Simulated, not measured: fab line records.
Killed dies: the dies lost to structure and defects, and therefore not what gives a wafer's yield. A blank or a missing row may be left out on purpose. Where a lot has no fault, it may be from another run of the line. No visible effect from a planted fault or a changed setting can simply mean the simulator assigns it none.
Which of the tools did it? || flow gf180mcu || Sampling: 13 lots, 39 wafers, 6 of 602 route steps

== WHAT THE GAUGES READ, wafer by wafer ==
GF_STI_THK_MEAS_02.
{"lot": "L644", "measured": "day 1 11:31", "on": "film metro-03", "STI_OXIDATION_THK (nm)": "9.77 9.95 9.99"}
{"lot": "L645", "measured": "day 1 16:31", "on": "film metro-02", "STI_OXIDATION_THK (nm)": "9.75 9.72 9.82"}
{"lot": "L646", "measured": "day 1 21:31", "on": "film metro-04", "STI_OXIDATION_THK (nm)": "9.79 9.84 9.78"}
{"lot": "L654", "measured": "day 3 14:51", "on": "film metro-04", "STI_OXIDATION_THK (nm)": "9.99 10.20 10.09"}
{"lot": "L655", "measured": "day 3 18:56", "on": "film metro-04", "STI_OXIDATION_THK (nm)": "9.75 9.86 9.79"}
{"lot": "L656", "measured": "day 3 23:31", "on": "film metro-04", "STI_OXIDATION_THK (nm)": "10.16 10.10 10.07"}
{"lot": "L659", "measured": "day 4 14:32", "on": "film metro-04", "STI_OXIDATION_THK (nm)": "9.93 9.85 9.76"}
{"lot": "L660", "measured": "day 4 19:53", "on": "film metro-02", "STI_OXIDATION_THK (nm)": "9.67 9.75 9.43"}
{"lot": "L662", "measured": "day 5 05:31", "on": "film metro-02", "STI_OXIDATION_THK (nm)": "10.43 10.37 10.48"}
{"lot": "L664", "measured": "day 5 15:31", "on": "film metro-02", "STI_OXIDATION_THK (nm)": "10.15 10.08 10.04"}
{"lot": "L665", "measured": "day 6 00:13", "on": "film metro-03", "STI_OXIDATION_THK (nm)": "10.07 10.05 10.07"}
{"lot": "L666", "measured": "day 6 05:35", "on": "film metro-04", "STI_OXIDATION_THK (nm)": "9.79 9.95 10.16"}
{"lot": "L667", "measured": "day 6 10:25", "on": "film metro-03", "STI_OXIDATION_THK (nm)": "9.86 9.93 9.91"}

GF_LVPWELL_TW_MEAS_11.
{"lot": "L644", "measured": "day 3 21:13", "on": "film metro-03", "LVPWELL_TW": "563.1 567.0 565.3"}
{"lot": "L645", "measured": "day 4 02:49", "on": "film metro-04", "LVPWELL_TW": "565.4 565.5 565.8"}
{"lot": "L646", "measured": "day 4 08:25", "on": "film metro-01", "LVPWELL_TW": "565.0 568.1 565.4"}
{"lot": "L654", "measured": "day 6 06:33", "on": "film metro-04", "LVPWELL_TW": "542.3 542.6 542.5"}
{"lot": "L655", "measured": "day 6 09:29", "on": "film metro-01", "LVPWELL_TW": "542.4 540.7 542.5"}
{"lot": "L656", "measured": "day 6 14:15", "on": "film metro-01", "LVPWELL_TW": "563.6 563.9 566.7"}
{"lot": "L659", "measured": "day 7 07:40", "on": "film metro-04", "LVPWELL_TW": "563.1 562.1 565.3"}
{"lot": "L660", "measured": "day 7 13:55", "on": "film metro-01", "LVPWELL_TW": "568.6 565.2 569.8"}
{"lot": "L662", "measured": "day 8 10:36", "on": "film metro-01", "LVPWELL_TW": "566.3 564.4 567.4"}
{"lot": "L664", "measured": "day 8 15:43", "on": "film metro-03", "LVPWELL_TW": "564.2 563.1 563.6"}
{"lot": "L665", "measured": "day 8 21:43", "on": "film metro-04", "LVPWELL_TW": "568.3 567.0 565.5"}
{"lot": "L666", "measured": "day 9 05:55", "on": "film metro-01", "LVPWELL_TW": "563.7 566.1 567.8"}
{"lot": "L667", "measured": "day 9 11:25", "on": "film metro-04", "LVPWELL_TW": "565.1 564.0 566.4"}

GF_VT_IMPLANT_OVL_MEAS_07.
{"lot": "L644", "measured": "day 5 16:16", "on": "overlay-02", "VT_IMPLANT_OVL (nm)": "1.0 1.6 2.4"}
{"lot": "L645", "measured": "day 5 21:20", "on": "overlay-02", "VT_IMPLANT_OVL (nm)": "0.7 2.0 0.9"}
{"lot": "L646", "measured": "day 6 02:46", "on": "overlay-02", "VT_IMPLANT_OVL (nm)": "0.7 -0.4 1.5"}
{"lot": "L654", "measured": "day 8 05:31", "on": "overlay-02", "VT_IMPLANT_OVL (nm)": "1.8 2.9 3.5"}
{"lot": "L655", "measured": "day 8 08:20", "on": "overlay-01", "VT_IMPLANT_OVL (nm)": "0.8 0.0 2.2"}
{"lot": "L656", "measured": "day 8 14:22", "on": "overlay-02", "VT_IMPLANT_OVL (nm)": "0.9 -0.6 0.1"}
{"lot": "L659", "measured": "day 9 10:01", "on": "overlay-02", "VT_IMPLANT_OVL (nm)": "0.4 0.7 0.7"}
{"lot": "L660", "measured": "day 9 15:55", "on": "overlay-01", "VT_IMPLANT_OVL (nm)": "0.2 2.9 1.6"}
{"lot": "L662", "measured": "day 10 13:28", "on": "overlay-01", "VT_IMPLANT_OVL (nm)": "0.8 0.9 1.6"}
{"lot": "L664", "measured": "day 11 01:49", "on": "overlay-02", "VT_IMPLANT_OVL (nm)": "2.2 1.6 1.2"}
{"lot": "L665", "measured": "day 11 01:58", "on": "overlay-01", "VT_IMPLANT_OVL (nm)": "3.6 3.6 2.5"}
{"lot": "L666", "measured": "day 11 16:01", "on": "overlay-01", "VT_IMPLANT_OVL (nm)": "2.3 1.9 1.0"}
{"lot": "L667", "measured": "day 11 18:31", "on": "overlay-02", "VT_IMPLANT_OVL (nm)": "1.5 1.7 -0.1"}

GF_VT_IMPLANT_OVL_MEAS_40.
{"lot": "L644", "measured": "day 7 12:34", "on": "overlay-02", "VT_IMPLANT_03_OVL (nm)": "-0.7 0.0 -1.7"}
{"lot": "L645", "measured": "day 7 18:31", "on": "overlay-01", "VT_IMPLANT_03_OVL (nm)": "1.5 0.5 -1.6"}
{"lot": "L646", "measured": "day 7 23:58", "on": "overlay-02", "VT_IMPLANT_03_OVL (nm)": "1.4 0.7 -1.8"}
{"lot": "L654", "measured": "day 10 07:40", "on": "overlay-01", "VT_IMPLANT_03_OVL (nm)": "0.3 1.0 -0.3"}
{"lot": "L655", "measured": "day 10 09:08", "on": "overlay-02", "VT_IMPLANT_03_OVL (nm)": "2.1 -0.8 0.8"}
{"lot": "L656", "measured": "day 10 20:22", "on": "overlay-02", "VT_IMPLANT_03_OVL (nm)": "0.9 0.5 0.7"}
{"lot": "L659", "measured": "day 11 16:44", "on": "overlay-01", "VT_IMPLANT_03_OVL (nm)": "-1.9 -1.7 -1.4"}
{"lot": "L660", "measured": "day 11 20:52", "on": "overlay-01", "VT_IMPLANT_03_OVL (nm)": "-2.8 -0.8 -1.1"}
{"lot": "L662", "measured": "day 12 22:22", "on": "overlay-01", "VT_IMPLANT_03_OVL (nm)": "1.3 0.0 -0.1"}
{"lot": "L664", "measured": "day 13 11:04", "on": "overlay-02", "VT_IMPLANT_03_OVL (nm)": "1.1 -0.4 -0.6"}
{"lot": "L665", "measured": "day 13 13:13", "on": "overlay-02", "VT_IMPLANT_03_OVL (nm)": "-1.2 -0.2 1.8"}
{"lot": "L666", "measured": "day 14 03:49", "on": "overlay-01", "VT_IMPLANT_03_OVL (nm)": "0.7 -0.8 -1.7"}
{"lot": "L667", "measured": "day 14 06:14", "on": "overlay-02", "VT_IMPLANT_03_OVL (nm)": "-0.5 -0.1 -0.2"}

GF_VT_IMPLANT_RS_MEAS_48: the measuring method here is four-point-probe.
{"lot": "L644", "measured": "day 7 13:19", "on": "film metro-04", "LVPWELL_RS (ohm/sq)": "1205 1204 1204"}
{"lot": "L645", "measured": "day 7 19:16", "on": "film metro-04", "LVPWELL_RS (ohm/sq)": "1200 1195 1196"}
{"lot": "L646", "measured": "day 8 00:42", "on": "film metro-03", "LVPWELL_RS (ohm/sq)": "1196 1200 1198"}
{"lot": "L654", "measured": "day 10 08:25", "on": "film metro-03", "LVPWELL_RS (ohm/sq)": "1372 1370 1368"}
{"lot": "L655", "measured": "day 10 09:55", "on": "film metro-04", "LVPWELL_RS (ohm/sq)": "1370 1371 1368"}
{"lot": "L656", "measured": "day 10 21:07", "on": "film metro-04", "LVPWELL_RS (ohm/sq)": "1200 1202 1201"}
{"lot": "L659", "measured": "day 11 17:29", "on": "film metro-04", "LVPWELL_RS (ohm/sq)": "1202 1201 1201"}
{"lot": "L660", "measured": "day 11 21:36", "on": "film metro-04", "LVPWELL_RS (ohm/sq)": "1194 1196 1195"}
{"lot": "L662", "measured": "day 12 23:06", "on": "film metro-01", "LVPWELL_RS (ohm/sq)": "1200 1198 1199"}
{"lot": "L664", "measured": "day 13 11:48", "on": "film metro-01", "LVPWELL_RS (ohm/sq)": "1201 1195 1197"}
{"lot": "L665", "measured": "day 13 13:57", "on": "film metro-01", "LVPWELL_RS (ohm/sq)": "1197 1194 1194"}
{"lot": "L666", "measured": "day 14 04:34", "on": "film metro-04", "LVPWELL_RS (ohm/sq)": "1201 1197 1195"}
{"lot": "L667", "measured": "day 14 06:59", "on": "film metro-01", "LVPWELL_RS (ohm/sq)": "1203 1198 1196"}

== WHAT TOOL EACH LOT RAN ON (gives the tool, then ch and the chambers of the sampled wafers, and finally the start) ==
{"lot": "L644", "GF_LVPWELL_IMPLANT_09": "implanter-03 ch 0, day 3 20:58"}
{"lot": "L645", "GF_LVPWELL_IMPLANT_09": "implanter-03 ch 0, day 4 02:35"}
{"lot": "L646", "GF_LVPWELL_IMPLANT_09": "implanter-03 ch 0, day 4 08:10"}
{"lot": "L654", "GF_LVPWELL_IMPLANT_09": "implanter-03 ch 0, day 6 06:18"}
{"lot": "L655", "GF_LVPWELL_IMPLANT_09": "implanter-03 ch 0, day 6 09:17"}
{"lot": "L656", "GF_LVPWELL_IMPLANT_09": "implanter-02 ch 0, day 6 14:00"}
{"lot": "L659", "GF_LVPWELL_IMPLANT_09": "implanter-02 ch 0, day 7 07:26"}
{"lot": "L660", "GF_LVPWELL_IMPLANT_09": "implanter-01 ch 0, day 7 13:40"}
{"lot": "L662", "GF_LVPWELL_IMPLANT_09": "implanter-01 ch 0, day 8 10:21"}
{"lot": "L664", "GF_LVPWELL_IMPLANT_09": "implanter-01 ch 0, day 8 15:28"}
{"lot": "L665", "GF_LVPWELL_IMPLANT_09": "implanter-02 ch 0, day 8 21:28"}
{"lot": "L666", "GF_LVPWELL_IMPLANT_09": "implanter-02 ch 0, day 9 05:40"}
{"lot": "L667", "GF_LVPWELL_IMPLANT_09": "implanter-01 ch 0, day 9 11:11"}
- GF_LVPWELL_IMPLANT_09

== AS READ BY THE TOOLS THEMSELVES (means over the sampled wafers that have a number; for cases with no such wafer, the mark the record gives instead) ==
GF_LVPWELL_IMPLANT_09.
{"lot": "L644", "tool": "implanter-03", "dose ions cm2": 5.004e+12, "faraday current uA": 28.3}
{"lot": "L645", "tool": "implanter-03", "dose ions cm2": 5.003e+12, "faraday current uA": 28.4}
{"lot": "L646", "tool": "implanter-03", "dose ions cm2": 4.995e+12, "faraday current uA": 28.3}
{"lot": "L654", "tool": "implanter-03", "dose ions cm2": 1.918e+12, "faraday current uA": 10.8}
{"lot": "L655", "tool": "implanter-03", "dose ions cm2": 1.929e+12, "faraday current uA": 10.7}
{"lot": "L656", "tool": "implanter-02", "dose ions cm2": 4.999e+12, "faraday current uA": 28.4}
{"lot": "L659", "tool": "implanter-02", "dose ions cm2": 4.989e+12, "faraday current uA": 27.7}
{"lot": "L660", "tool": "implanter-01", "dose ions cm2": 4.999e+12, "faraday current uA": 28.5}
{"lot": "L662", "tool": "implanter-01", "dose ions cm2": 4.994e+12, "faraday current uA": 28.1}
{"lot": "L664", "tool": "implanter-01", "dose ions cm2": 5.003e+12, "faraday current uA": 28.6}
{"lot": "L665", "tool": "implanter-02", "dose ions cm2": 4.990e+12, "faraday current uA": 28.4}
{"lot": "L666", "tool": "implanter-02", "dose ions cm2": 4.992e+12, "faraday current uA": 28.1}
{"lot": "L667", "tool": "implanter-01", "dose ions cm2": 4.998e+12, "faraday current uA": 28.0}

== THE ANSWER, worked out from the rows above alone ==
Rule: what is usual is taken from the lots themselves. Put in order of their means at a reading, lots are off if they are a third of the lots or fewer, leave a main group of 4 or more, and stand apart from it by a gap of 3 or more times the standard deviation of the main group's means; of several such gaps the widest counts. If all means in a main group match to the digits the tables above print for the reading, that group is not used. A lot without any number at a reading at which 4 lots or more have one is off too. The other lots that the step has rows for count as sound. First the gauges in route order, then the tools' own readings, where a lot's mean is used as printed above. At the first step where some lot is off, the reading lying furthest off is the one used; lots without a number count as furthest.
Off: L654, L655, seen at GF_LVPWELL_TW_MEAS_11 (LVPWELL_TW). For the main group the mean is 565.5 and the standard deviation 1.2.
A tool fits if, at a process step before that reading, it ran every lot that is off, and no sound lot after the first of them. Not tried: the gauges at GF_LVPWELL_TW_MEAS_11; whatever is off there is also off at GF_LVPWELL_IMPLANT_09, on other tools, and gauge error can't account for it. One candidate fits, namely implanter-03 at GF_LVPWELL_IMPLANT_09. A fault onset in the window from L646 (day 4 08:10, its last sound lot) to L654 (day 6 06:18, its first lot off) fits.
The tool's own readings at GF_LVPWELL_IMPLANT_09 bear it out: on the lots that are off they differ by more than 5 times the standard deviation of the sound lots' means. dose ions cm2 reads 1.924e+12 there against 4.997e+12 on the sound lots; faraday current uA reads 10.8 there against 28.3 on the sound lots.

== WHAT WAS PUT IN BY THE SIMULATOR ==
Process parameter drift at GF_LVPWELL_IMPLANT_09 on implanter-03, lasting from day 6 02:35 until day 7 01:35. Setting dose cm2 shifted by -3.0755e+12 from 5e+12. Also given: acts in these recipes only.
Lots struck among those shown: L654, L655. The rule given above showed the same thing.
